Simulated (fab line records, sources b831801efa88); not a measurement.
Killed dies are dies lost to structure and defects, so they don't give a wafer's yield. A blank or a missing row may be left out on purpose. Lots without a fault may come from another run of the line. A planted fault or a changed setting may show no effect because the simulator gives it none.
A struck lot beside a sound one | flow sky130 | 20 steps out of a route of 708
Sound: wafers L606.2, L606.3, L606.4. Struck: wafers L607.2, L607.4, L607.6. The cause comes at the end.
At each step with rows: each side's tool, then ch and its chambers, then its first start. Under that, the readings that differ: sound wafers | struck wafers | difference of the means | sigmas: that difference in standard deviations of wafers without a fault.
alike: readings whose means differ by less than 2 such deviations, and words and numbers that are the same on both sides. not compared: withheld readings, readings that some wafer has no value for, bounds like >300 that may hide the same value, and numbers for which the record gives no deviation and whose values overlap.
The two part at a step that has a row with sigmas, a row that says differs or no value, or rows on one side only. Numbers that don't overlap but have no deviation are shown without sigmas and don't part them. A reading that every wafer of one side lacks parts them only if that side has two wafers or more.

first, 4 steps without rows for these wafers: SKY_METAL1_STRIP_21 (strips in post etch residue remover, time 1200 s); SKY_METAL1_CLEAN_22 (cleans in IPA, time 180 s); SKY_METAL1_CLEAN_23 (cleans in O3/DIW); SKY_VIA1_HDPCVD_00 (deposits SiO2, target thk 1030 nm, time 171.7 s).
SKY_VIA1_THK_MEAS_01:
  sound on film_metro-04, day 34 09:04; struck on film_metro-03, day 34 14:19
  reading              | sound          | struck         | difference | sigmas
  VIA1_HDPCVD_THK (nm) | 1033 1018 1018 | 1056 1051 1048 | +29        | +2
SKY_VIA1_CMP_02: polishes SiO2.
  sound on cmp-02 ch 1,2,3, day 34 09:10; struck on cmp-02 ch 1,3, day 34 14:22
  alike: head_pressure_psi, motor_current_A, slurry_filter_dp_kPa
SKY_VIA1_BOW_MEAS_03:
  sound on film_metro-03, day 34 09:26; struck on film_metro-02, day 34 14:41
  alike: VIA1_BOW
then, 5 steps without rows for these wafers: SKY_VIA1_DEHYDRATE_04 (time 60 s); SKY_VIA1_HMDS_05 (prime time 60 s); SKY_VIA1_COAT_06 (resist thk 60 nm); SKY_VIA1_COAT_07 (resist thk 450 nm); SKY_VIA1_SOFTBAKE_08 (time 90 s).
SKY_VIA1_EXPOSE_09: exposes mask VIM, target cd 150 nm.
  sound on krf_scanner-01 ch 0, day 34 23:14; struck on krf_scanner-02 ch 0, day 35 04:54
  alike: mask
then, 2 steps without rows for these wafers: SKY_VIA1_PEB_10; SKY_VIA1_DEVELOP_11 (develop time 60 s).
SKY_VIA1_CD_MEAS_12: target cd 150 nm.
  sound on cd_sem-01, day 35 12:08; struck on cd_sem-02, day 35 18:05
  reading    | sound             | struck            | difference | sigmas
  cd_nm (nm) | 151.9 152.1 153.1 | 122.7 125.6 133.5 | -25.1      | -13
SKY_VIA1_OVL_MEAS_13:
  sound on overlay-02, day 35 12:15; struck on overlay-02, day 35 18:12
  alike: VIA1_OVL
SKY_VIA1_ETCH_14: etches BARC in N2/H2, stops on SiO2, time 45.9 s, target depth 60 nm.
  sound on rie_diel-01 ch 0,2,3, day 35 12:17; struck on rie_diel-01 ch 0,1,2, day 35 18:14
  reading               | sound           | struck            | difference | sigmas
  model.VIA1.cd_nm (nm) | 151.4 152.9 152 | 122.4 125.2 135.6 | -24.4      |
  alike: drypump_motor_current_A, oes_product_au, throttle_valve_pct
  not compared: rf_hours_counter_h
SKY_VIA1_ETCH_15: etches SiO2 in C4F8/O2/Ar, stops on TiN, target depth 351 nm, time 54 s.
  sound on rie_diel-01 ch 0,2,3, day 35 12:19; struck on rie_diel-01 ch 0,1,2, day 35 18:16
  alike: oes_product_au
  not compared: rf_hours_counter_h
-- the record jumps here: 11 days lie between the struck wafers' starts before and after (it left off in module VIA1 and takes up again in module PAD_OPEN, whose first step shown is number 708 of the route) --
SKY_PAD_OPEN_PROBE_99:
  the record has rows for the struck wafers here (prober-01, day 47 04:09) and none for the sound ones

WHERE THEY PART
First at SKY_VIA1_THK_MEAS_01; last, within this record, at SKY_PAD_OPEN_PROBE_99.

WHY: what the simulator had put in
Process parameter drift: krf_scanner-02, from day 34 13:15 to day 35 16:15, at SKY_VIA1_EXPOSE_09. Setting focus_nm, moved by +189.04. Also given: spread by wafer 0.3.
